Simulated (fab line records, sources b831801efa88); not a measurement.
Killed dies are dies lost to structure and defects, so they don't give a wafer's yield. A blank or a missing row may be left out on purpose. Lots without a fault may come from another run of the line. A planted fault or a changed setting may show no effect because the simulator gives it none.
Which tool did it? | flow gf180mcu | 15 lots, 45 wafers sampled, at 4 steps of a route of 602

WHAT THE GAUGES READ, wafer by wafer
GF_V5_THK_MEAS_03.
lot  | measured     | on            | V5_CVD_02_THK (nm)
L567 | day 25 22:54 | film_metro-02 | 1427 1421 1421
L568 | day 26 10:24 | film_metro-03 | 1447 1471 1461
L569 | day 26 23:52 | film_metro-02 | 1435 1453 1456
L573 | day 28 15:44 | film_metro-01 | 1448 1469 1458
L574 | day 28 19:11 | film_metro-01 | 1443 1451 1445
L575 | day 28 22:43 | film_metro-02 | 1450 1471 1476
L576 | day 29 02:01 | film_metro-01 | 1427 1466 1452
L577 | day 29 13:41 | film_metro-02 | 1427 1445 1457
L586 | day 32 01:42 | film_metro-03 | 1442 1441 1497
L587 | day 32 04:59 | film_metro-01 | 1449 1441 1473
L589 | day 32 19:07 | film_metro-01 | 1441 1464 1466
L590 | day 32 23:00 | film_metro-02 | 1431 1431 1467

GF_PASSIVATION_THK_MEAS_01.
lot  | measured     | on            | PASSIVATION_CVD_00_THK (nm)
L567 | day 27 18:46 | film_metro-04 | 981 979 1002
L568 | day 28 05:56 | film_metro-03 | 994 1012 1003
L569 | day 28 18:20 | film_metro-04 | 977 980 968
L573 | day 30 06:43 | film_metro-03 | 993 1012 1006
L574 | day 30 11:55 | film_metro-04 | 978 1008 1013
L575 | day 30 15:00 | film_metro-03 | 998 1016 1018
L576 | day 30 18:29 | film_metro-03 | 984 995 1016
L577 | day 31 05:02 | film_metro-01 | 991 986 1005
L586 | day 33 13:21 | film_metro-04 | 983 1003 1017
L587 | day 33 16:24 | film_metro-03 | 1004 996 1029
L589 | day 34 05:10 | film_metro-03 | 991 1007 1009
L590 | day 34 08:40 | film_metro-01 | 1003 1002 1010

WHICH TOOL RAN EACH LOT (tool, then ch and the chambers of the sampled wafers, then the start)
lot  | GF_VT_IMPLANT_DEVELOP_17          | GF_V5_SPUTTER_21
L567 | litho_track-02 ch 0, day 6 01:13  | pvd_sputter-02, day 26 21:02
L568 | litho_track-03 ch 0, day 6 10:02  | pvd_sputter-02, day 27 08:35
L569 | litho_track-04 ch 0, day 6 18:20  | pvd_sputter-01, day 27 20:49
L573 | litho_track-03 ch 0, day 8 00:20  | pvd_sputter-02, day 29 10:58
L574 | litho_track-03 ch 0, day 8 04:44  | pvd_sputter-02, day 29 15:41
L575 | litho_track-03 ch 0, day 8 08:41  | pvd_sputter-02, day 29 19:13
L576 | litho_track-03 ch 0, day 8 13:37  | pvd_sputter-01, day 29 22:06
L577 | litho_track-03 ch 0, day 8 18:34  | pvd_sputter-02, day 30 09:17
L578 | litho_track-03 ch 0, day 9 05:32  | -
L579 | litho_track-03 ch 0, day 9 10:01  | -
L581 | litho_track-03 ch 0, day 9 21:37  | -
L586 | litho_track-02 ch 0, day 11 08:04 | pvd_sputter-03, day 32 19:36
L587 | litho_track-04 ch 0, day 11 10:31 | pvd_sputter-01, day 32 23:10
L589 | litho_track-02 ch 0, day 12 01:47 | pvd_sputter-03, day 33 11:57
L590 | litho_track-04 ch 0, day 12 10:29 | pvd_sputter-02, day 33 15:47
- GF_VT_IMPLANT_DEVELOP_17: develop time 60 s.
- GF_V5_SPUTTER_21: material Ti, target thk 15 nm, time 80.02 s.

WHAT THE TOOLS THEMSELVES READ (means of the sampled wafers that have a number; where no wafer has one, the mark that the record gives instead)
GF_V5_SPUTTER_21.
lot  | tool           | throttle_valve_pct (%)
L567 | pvd_sputter-02 | 29.3
L568 | pvd_sputter-02 | 29.2
L569 | pvd_sputter-01 | 29.6
L573 | pvd_sputter-02 | 29.7
L574 | pvd_sputter-02 | 29.8
L575 | pvd_sputter-02 | 29.8
L576 | pvd_sputter-01 | 29.9
L577 | pvd_sputter-02 | 29.9
L586 | pvd_sputter-03 | 29.7
L587 | pvd_sputter-01 | 29.9
L589 | pvd_sputter-03 | 29.1
L590 | pvd_sputter-02 | 29.9

THE ANSWER, worked out from the rows above alone
Rule: what is usual is taken from the lots themselves. Put in order of their means at a reading, lots are off if they are a third of the lots or fewer, leave a main group of 4 or more, and stand apart from it by a gap of 3 or more times the standard deviation of the main group's means; of several such gaps the widest counts. A main group whose means are all the same, to the digits that the tables above print for the reading, isn't used. A lot without any number at a reading at which 4 lots or more have one is off too. The other lots that the step has rows for count as sound. The gauges are gone through in route order, then the tools' own readings, and for those a lot's mean is taken as printed above. The first step at which some lot is off is used, and at that step the reading that is off furthest; a lot without a number counts as furthest.
No lot is off at any reading shown: from this, nothing can be told.

WHAT THE SIMULATOR HAD PUT IN
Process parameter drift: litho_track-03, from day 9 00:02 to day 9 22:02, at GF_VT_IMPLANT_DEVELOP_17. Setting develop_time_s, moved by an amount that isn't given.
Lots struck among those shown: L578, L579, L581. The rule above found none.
